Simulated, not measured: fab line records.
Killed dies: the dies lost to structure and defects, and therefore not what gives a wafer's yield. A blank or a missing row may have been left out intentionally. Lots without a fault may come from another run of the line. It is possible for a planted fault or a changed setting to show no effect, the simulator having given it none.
Which tool was responsible? / flow gf180mcu / 36 wafers from 12 lots sampled at 2 of the route's 602 steps

== WHAT THE GAUGES READ, wafer by wafer ==
GF_MIM_RS_MEAS_10: measures by four-point-probe.
lot=L075; measured=day 25 02:34; on=film_metro-01; MIM_ALCU_RS (ohm/sq)=0.1574 0.1583 0.1592
lot=L077; measured=day 25 19:27; on=film_metro-02; MIM_ALCU_RS (ohm/sq)=0.1608 0.1602 0.1606
lot=L080; measured=day 26 22:41; on=film_metro-01; MIM_ALCU_RS (ohm/sq)=0.1605 0.1615 0.1616
lot=L081; measured=day 27 01:47; on=film_metro-01; MIM_ALCU_RS (ohm/sq)=0.1587 0.1569 0.1573
lot=L083; measured=day 27 10:13; on=film_metro-04; MIM_ALCU_RS (ohm/sq)=0.1619 0.1601 0.1587
lot=L085; measured=day 28 03:06; on=film_metro-02; MIM_ALCU_RS (ohm/sq)=0.1610 0.1616 0.1598
lot=L087; measured=day 28 15:34; on=film_metro-01; MIM_ALCU_RS (ohm/sq)=0.1619 0.1608 0.1631
lot=L089; measured=day 29 07:07; on=film_metro-02; MIM_ALCU_RS (ohm/sq)=0.1575 0.1590 0.1571
lot=L091; measured=day 29 16:59; on=film_metro-01; MIM_ALCU_RS (ohm/sq)=0.1590 0.1577 0.1607
lot=L093; measured=day 30 06:55; on=film_metro-01; MIM_ALCU_RS (ohm/sq)=0.1578 0.1591 0.1595
lot=L095; measured=day 30 22:38; on=film_metro-01; MIM_ALCU_RS (ohm/sq)=0.1608 0.1593 0.1603
lot=L097; measured=day 31 13:26; on=film_metro-01; MIM_ALCU_RS (ohm/sq)=0.1622 0.1633 0.1624

== WHICH TOOL RAN EACH LOT (tool, then ch and the chambers of the sampled wafers, then the start) ==
lot=L075; GF_V4_SPUTTER_21=pvd_sputter-02, day 25 01:28
lot=L077; GF_V4_SPUTTER_21=pvd_sputter-02, day 25 18:21
lot=L080; GF_V4_SPUTTER_21=pvd_sputter-02, day 26 21:35
lot=L081; GF_V4_SPUTTER_21=pvd_sputter-04, day 27 00:38
lot=L083; GF_V4_SPUTTER_21=pvd_sputter-02, day 27 09:04
lot=L085; GF_V4_SPUTTER_21=pvd_sputter-02, day 28 01:52
lot=L087; GF_V4_SPUTTER_21=pvd_sputter-03, day 28 14:27
lot=L089; GF_V4_SPUTTER_21=pvd_sputter-03, day 29 06:01
lot=L091; GF_V4_SPUTTER_21=pvd_sputter-03, day 29 15:53
lot=L093; GF_V4_SPUTTER_21=pvd_sputter-03, day 30 05:48
lot=L095; GF_V4_SPUTTER_21=pvd_sputter-04, day 30 21:30
lot=L097; GF_V4_SPUTTER_21=pvd_sputter-03, day 31 12:19
- GF_V4_SPUTTER_21: material Ti, target thk 15 nm, time 80.02 s.

== THE ANSWER, worked out from the rows above alone ==
Rule: the lots themselves supply what counts as usual. Put in order of their means at a reading, lots are off if they are a third of the lots or fewer, leave a main group of 4 or more, and stand apart from it by a gap of 3 or more times the standard deviation of the main group's means; of several such gaps the widest counts. The tables above print the reading to a certain number of digits; a main group whose means all agree to those digits is not used. A lot without any number at a reading at which 4 lots or more have one is off too. The other lots that the step has rows for count as sound.
No lot is off at any reading shown: from this, nothing can be told.

== WHAT HAD BEEN PUT IN BY THE SIMULATOR ==
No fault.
